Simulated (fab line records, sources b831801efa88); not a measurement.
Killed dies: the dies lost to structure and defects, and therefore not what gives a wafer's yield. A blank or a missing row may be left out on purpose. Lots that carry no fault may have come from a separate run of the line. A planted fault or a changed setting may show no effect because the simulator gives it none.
fab line records	flow sky130
record: lots: 11	wafers: 33	last_day: 50
route steps=708 shown FIELD_ISO@17 VT_ADJUST_HVTR@139 POLY_GATE@227 PAD_OPEN@708
lots with no fault: from the same line, run without faults
start_h: the number of hours between the record's first day and the start of the first shown wafer of the lot	wait_h: time in hours since the lot's previous step	" as in the row above	L1.1+2: a row that stands for several wafers	- no value present, or no start provided	* or withheld: withheld	< > ~ a bound
route shown NAME@n: names a module that has steps shown in the file, with the first one's number in the route	usual: mean/standard deviation taken from wafers without a fault	same: alike in all rows	chamber/n: place in a boat	sites: the reading at each site	_std_site: their standard deviation	_edge_site: mean of outer sites minus mean of inner sites	radius_mm: how far each site lies from the wafer's centre	mask NAME#n: copy n	behind: the last tool/chamber to shape the wafer	hold: reason for holding the lot/hours on hold/outcome of the hold	device: transistor that didn't switch, given as n, p or np	end of line: tests run on the same wafers once the route is complete	a step without rows: its recipe alone	killed: the dies lost at the first sort to structure and to defects; this is not the yield of the wafer	map: a wafer's dies, x killed, . not, _ none there
set.NAME: the setting the step ran with; set.NAME@STEP: the setting that earlier step ran with	model.NAME: the simulator's own value behind a step, which no gauge read
one table for each step of the route and one row for each wafer, over a sample of lots
services: a tool's chamber out of use, with start hour (start_h, from the record's first day; less than 0 if before it), hours out, and reason
== steps ==
step: SKY_FIELD_ISO_STRIP_16
recipe: chemistry: O2/N2	power_w: 1400	pressure_mtorr: 1500	platen_temp_c: withheld	o2_flow_sccm: 3000	n2_flow_sccm: 300	overash_fraction: 0.5
usual: chamber_pressure_mTorr: 1499.8/1.3	drypump_motor_current_A: 5.65/0.3	oes_product_au: 0.378/0.0048	strip_time_to_endpoint_s: 3.55/0.04
lot.wafer	tool	chamber	start_h	wait_h	chamber_pressure_mTorr	drypump_motor_current_A	oes_product_au	rf_hours_counter_h	strip_time_to_endpoint_s
L437.2	plasma_asher-01	0	31.16	0.0	1499.2	5.90	0.377	33	3.50
L437.4	"	0	"	"	1500.6	5.92	0.379	-	3.52
L437.5	"	0	"	"	1502.8	5.92	0.376	-	3.61
L438.1	plasma_asher-04	1	35.44	0.0	1499.9	5.49	0.386	35	3.60
L438.2	"	0	"	"	1500.6	5.55	0.381	35	3.56
L438.4	"	0	"	"	1499.0	5.58	0.371	-	3.56
L439.1	plasma_asher-01	0	39.94	0.0	1499.4	5.91	0.377	34	3.55
L439.3	"	1	"	"	1498.6	5.36	0.383	-	3.56
L439.6	"	1	"	"	1500.0	5.40	0.380	-	3.53
L441.1	plasma_asher-04	1	50.14	0.0	1498.6	5.53	0.386	37	3.57
L441.3	"	1	"	"	1499.7	5.50	0.377	-	3.50
L441.6	"	1	"	"	1499.8	5.46	0.387	-	3.53
L443.1	plasma_asher-03	1	60.54	0.0	1500.4	6.38	0.376	25	3.55
L443.3	"	1	"	"	1500.4	6.36	0.383	-	3.56
L443.4	"	0	"	"	1501.9	5.53	0.385	-	3.59
L450.1	plasma_asher-01	0	96.64	0.0	1499.3	5.92	0.368	39	3.55
L450.2	"	1	"	"	1497.8	5.36	0.381	39	3.51
L450.3	"	0	"	"	1500.4	5.93	0.388	-	3.50
L451.3	plasma_asher-01	0	102.14	0.1	1498.6	5.90	0.381	-	3.56
L451.4	"	1	"	"	1497.8	5.33	0.378	-	3.55
L451.5	"	1	"	"	1500.7	5.38	0.381	-	3.54
L454.3	plasma_asher-01	1	119.69	0.1	1500.5	5.35	0.365	-	3.58
L454.5	"	0	"	"	1499.8	5.89	0.379	-	3.61
L454.6	"	1	"	"	1498.4	5.35	0.379	-	3.59
L457.1	plasma_asher-01	1	131.96	0.0	1499.2	5.35	0.385	43	3.58
L457.4	"	0	"	"	1500.8	5.91	0.374	-	3.58
L457.6	"	1	"	"	1498.6	5.36	0.384	-	3.58
L458.2	plasma_asher-01	0	141.41	0.0	1499.5	5.92	0.381	43	3.57
L458.3	"	1	"	"	1501.3	5.34	0.370	-	3.46
L458.6	"	1	"	"	1499.8	5.35	0.375	-	3.60
L460.1	plasma_asher-01	0	150.51	0.0	1499.5	5.93	0.378	44	3.53
L460.4	"	1	"	"	1499.0	5.37	0.382	-	3.56
L460.6	"	1	"	"	1499.8	5.37	0.375	-	3.51
step: SKY_FIELD_ISO_ETCH_17
recipe: target_depth_a: 3420	mask_material: Si3N4	chemistry: HBr/Cl2/O2	target: Si	taper_deg: 5	icp_w: 600	bias_w: 150	pressure_mtorr: 15	HBr_flow_sccm: 150	Cl2_flow_sccm: 40	O2_flow_sccm: 6	time_s: 97.7
usual: chamber_pressure_mTorr: 15.000/0.012	drypump_motor_current_A: 5.7/0.44	oes_product_au: 1.005/0.012	run_length_s: 125.7/0.42	throttle_valve_pct: 25.654/0.012
lot.wafer	tool	chamber	start_h	wait_h	chamber_pressure_mTorr	drypump_motor_current_A	oes_product_au	rf_hours_counter_h	run_length_s	throttle_valve_pct
L437.2	rie_si-02	0	31.26	0.1	14.993	5.8	1.004	0	125.9	25.650
L437.4	"	2	"	"	14.988	6.5	0.990	1	125.8	25.685
L437.5	"	3	"	"	14.994	5.7	1.004	-	126.2	25.669
L438.1	rie_si-01	0	35.54	0.1	15.007	5.2	1.000	29	125.4	25.644
L438.2	"	1	"	"	14.997	5.7	1.004	116	125.3	25.642
L438.4	"	2	"	"	15.011	6.2	1.010	-	125.5	25.652
L439.1	rie_si-01	0	40.04	0.1	14.999	5.2	1.004	29	125.6	25.670
L439.3	"	3	"	"	14.997	5.0	1.016	0	125.2	25.636
L439.6	"	2	"	"	14.985	6.2	1.019	-	125.7	25.645
L441.1	rie_si-02	0	50.24	0.1	14.992	5.9	0.994	1	125.9	25.665
L441.3	"	1	"	"	15.006	5.7	1.005	122	133.4	25.652
L441.6	"	0	"	"	15.013	5.9	1.000	-	125.9	25.671
L443.1	rie_si-01	0	60.64	0.1	15.012	5.2	1.005	29	125.5	25.654
L443.3	"	3	"	"	15.006	4.9	1.020	0	124.8	25.645
L443.4	"	1	"	"	15.006	5.7	1.003	117	125.7	25.642
L450.1	rie_si-01	0	96.74	0.1	15.002	5.2	1.012	29	125.8	25.654
L450.2	"	3	"	"	14.978	4.9	1.027	0	124.9	25.649
L450.3	"	1	"	"	14.980	5.7	1.021	117	124.9	25.630
L451.3	rie_si-01	1	102.21	0.0	14.989	5.7	1.014	117	125.2	25.647
L451.4	"	3	"	"	14.984	4.9	1.017	1	125.3	25.656
L451.5	"	1	"	"	14.997	5.7	1.025	-	125.1	25.642
L454.3	rie_si-01	2	119.76	0.0	14.975	6.1	1.014	3	125.6	25.664
L454.5	"	0	"	"	14.995	5.2	0.998	-	125.6	25.655
L454.6	"	3	"	"	14.986	4.9	1.018	-	125.1	25.652
L457.1	rie_si-01	3	132.06	0.1	14.992	5.0	1.015	1	124.9	25.641
L457.4	"	2	"	"	14.983	6.1	1.010	3	125.4	25.653
L457.6	"	2	"	"	14.989	6.1	1.013	-	125.5	25.642
L458.2	rie_si-01	2	141.51	0.1	15.007	6.1	1.019	3	125.3	25.650
L458.3	"	1	"	"	14.993	5.7	1.018	117	125.0	25.651
L458.6	"	2	"	"	15.020	6.1	1.015	-	125.9	25.644
L460.1	rie_si-01	2	150.61	0.1	14.989	6.1	1.015	3	125.5	25.651
L460.4	"	3	"	"	15.027	5.0	1.023	-	124.8	25.644
L460.6	"	1	"	"	14.998	5.7	1.015	-	125.3	25.630
step: SKY_VT_ADJUST_HVTR_OVL_MEAS_08
usual: VT_ADJUST_HVTR_OVL: 0.8/1.3
lot.wafer	tool	chamber	start_h	wait_h	VT_ADJUST_HVTR_OVL[nm]
L437.2	overlay-01	-	202.87	0.1	1.0
L437.4	"	-	"	"	1.0
L437.5	"	-	"	"	1.4
L438.1	overlay-01	-	209.46	0.1	0.7
L438.2	"	-	"	"	0.9
L438.4	"	-	"	"	-0.2
L439.1	overlay-01	-	215.36	0.1	1.7
L439.3	"	-	"	"	1.2
L439.6	"	-	"	"	2.3
L441.1	overlay-01	-	230.46	0.1	1.1
L441.3	"	-	"	"	1.2
L441.6	"	-	"	"	1.5
L443.1	overlay-02	-	243.56	0.1	-1.6
L443.3	"	-	"	"	-1.7
L443.4	"	-	"	"	-1.2
L450.1	overlay-02	-	300.21	0.1	1.2
L450.2	"	-	"	"	0.7
L450.3	"	-	"	"	1.6
L451.3	overlay-02	-	302.47	0.1	2.0
L451.4	"	-	"	"	1.1
L451.5	"	-	"	"	1.2
L454.3	overlay-01	-	334.47	0.1	1.2
L454.5	"	-	"	"	2.9
L454.6	"	-	"	"	0.5
L457.1	overlay-01	-	348.81	0.1	-0.2
L457.4	"	-	"	"	-0.1
L457.6	"	-	"	"	0.5
L458.2	overlay-01	-	359.12	0.1	0.4
L458.3	"	-	"	"	0.5
L458.6	"	-	"	"	1.5
L460.1	overlay-02	-	375.21	0.1	-1.6
L460.4	"	-	"	"	0.1
L460.6	"	-	"	"	-1.7
step: SKY_POLY_GATE_CD_MEAS_13
recipe: target_cd_nm: 150
usual: cd_nm: 149.5/1.1
lot.wafer	tool	chamber	start_h	wait_h	cd_nm
L437.2	cd_sem-01	-	366.71	-	149.6
L437.4	"	-	"	"	147.8
L437.5	"	-	"	"	149.5
L438.1	cd_sem-01	-	377.24	-	149.8
L438.2	"	-	"	"	149.1
L438.4	"	-	"	"	150.3
L439.1	cd_sem-02	-	381.77	-	149.6
L439.3	"	-	"	"	150.3
L439.6	"	-	"	"	149.0
L441.1	cd_sem-02	-	398.84	-	148.4
L441.3	"	-	"	"	148.6
L441.6	"	-	"	"	148.3
L443.1	cd_sem-02	-	417.54	-	151.9
L443.3	"	-	"	"	151.0
L443.4	"	-	"	"	150.1
L450.1	cd_sem-02	-	485.32	-	149.6
L450.2	"	-	"	"	149.4
L450.3	"	-	"	"	149.6
L451.3	cd_sem-01	-	489.43	-	148.9
L451.4	"	-	"	"	148.2
L451.5	"	-	"	"	149.1
L454.3	cd_sem-01	-	528.46	-	148.4
L454.5	"	-	"	"	147.5
L454.6	"	-	"	"	148.3
L457.1	cd_sem-01	-	542.99	-	151.6
L457.4	"	-	"	"	151.8
L457.6	"	-	"	"	150.8
L458.2	cd_sem-01	-	551.36	-	148.9
L458.3	"	-	"	"	148.1
L458.6	"	-	"	"	148.3
L460.1	cd_sem-01	-	564.19	-	149.9
L460.4	"	-	"	"	150.1
L460.6	"	-	"	"	149.4
step: SKY_PAD_OPEN_PROBE_99
usual: killed_at_M0_to_M3: 44/7.8	killed_at_M4_up: 3.1/1.7	killed_at_contacts: 25/5.1	killed_at_front_end: 15/4.4	killed_at_other: 0.5/0.68	killed_dies: 88/9.9	killed_open: 48/6.9	killed_short: 39/6.5
same: gross_dies: 492	killed_at_back_side: 0
lot.wafer	tool	chamber	start_h	wait_h	killed_at_M0_to_M3	killed_at_M4_up	killed_at_contacts	killed_at_front_end	killed_at_other	killed_dies	killed_open	killed_short
L451.3	prober-02	-	1151.66	0.2	47	2	15	14	0	78	46	31
L451.4	prober-02	-	1151.71	0.2	47	4	30	21	0	102	53	48
L451.5	prober-02	-	1151.76	0.2	40	4	22	14	0	80	44	36
killed by level:class
L451.3 VIA1:geometric_particle:open=12 CONTACT:geometric_particle:open=6 VIA2:geometric_particle:open=6 VIA3:geometric_particle:open=5 FIELD_ISO:geometric_particle:open=4 CONTACT:geometric_particle:short=4 METAL1:geometric_particle:short=4 VIA1:geometric_particle:short=4
L451.4 CONTACT:geometric_particle:open=14 METAL1:geometric_particle:short=11 VIA1:geometric_particle:short=8 VIA3:geometric_particle:open=8 VIA2:geometric_particle:open=7 VIA1:geometric_particle:open=7 CONTACT:geometric_particle:short=6 FIELD_ISO:geometric_particle:short=5
L451.5 VIA3:geometric_particle:open=11 CONTACT:geometric_particle:open=9 VIA1:geometric_particle:open=8 FIELD_ISO:geometric_particle:open=5 LOCAL_INTERCONNECT:geometric_particle:short=5 FIELD_ISO:geometric_particle:short=4 METAL1:geometric_particle:short=4 VIA1:geometric_particle:short=4
== services ==
tool	chamber	start_h	hours	kind
plasma_asher-01	-	15.35	3.7	repair
rie_si-02	3	20.73	2.3	repair
rie_si-01	3	27.00	-	clean
rie_si-01	3	27.00	13.0	scheduled_down
rie_si-01	3	27.00	13.0	vent_cycle
plasma_asher-01	-	40.97	1.3	repair
rie_si-01	1	83.66	3.7	repair
rie_si-01	2	91.79	8.4	repair
plasma_asher-03	-	98.55	0.9	repair
plasma_asher-04	-	108.75	9.0	pm
plasma_asher-04	0	108.75	9.0	vent_cycle
plasma_asher-04	1	108.75	9.0	vent_cycle
plasma_asher-04	0	117.75	-	clean
plasma_asher-04	1	117.75	-	clean
plasma_asher-01	-	139.17	2.2	repair
rie_si-01	0	149.20	7.1	repair
== key ==
first_sign: step: SKY_FIELD_ISO_ETCH_17	reading: run_length_s	direction: up	sigmas: 18	usual: *	struck: *
effect none on later readings
met_at SKY_FIELD_ISO_ETCH_17
struck_lots L441
struck_wafers L441.3
tester_left_out L441
not_acting_at SKY_FIELD_ISO_STRIP_16,SKY_VT_ADJUST_HVTR_OVL_MEAS_08,SKY_POLY_GATE_CD_MEAS_13
fault: kind: process_parameter_drift	tool: rie_si-02	chamber: 1	onset_h: 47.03	steps: SKY_FIELD_ISO_ETCH_17	channel: time_s	offset: *	shape: step	end_h: 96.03	acts_in: *	stated: *
tester_left_out: of these lots the tester's yield and bins aren't shown, on N5 and GAA mostly nor the transistor test; their killed dies are dies lost to structure and defects alone, not to doping, threshold or leakage, so they don't give the yield
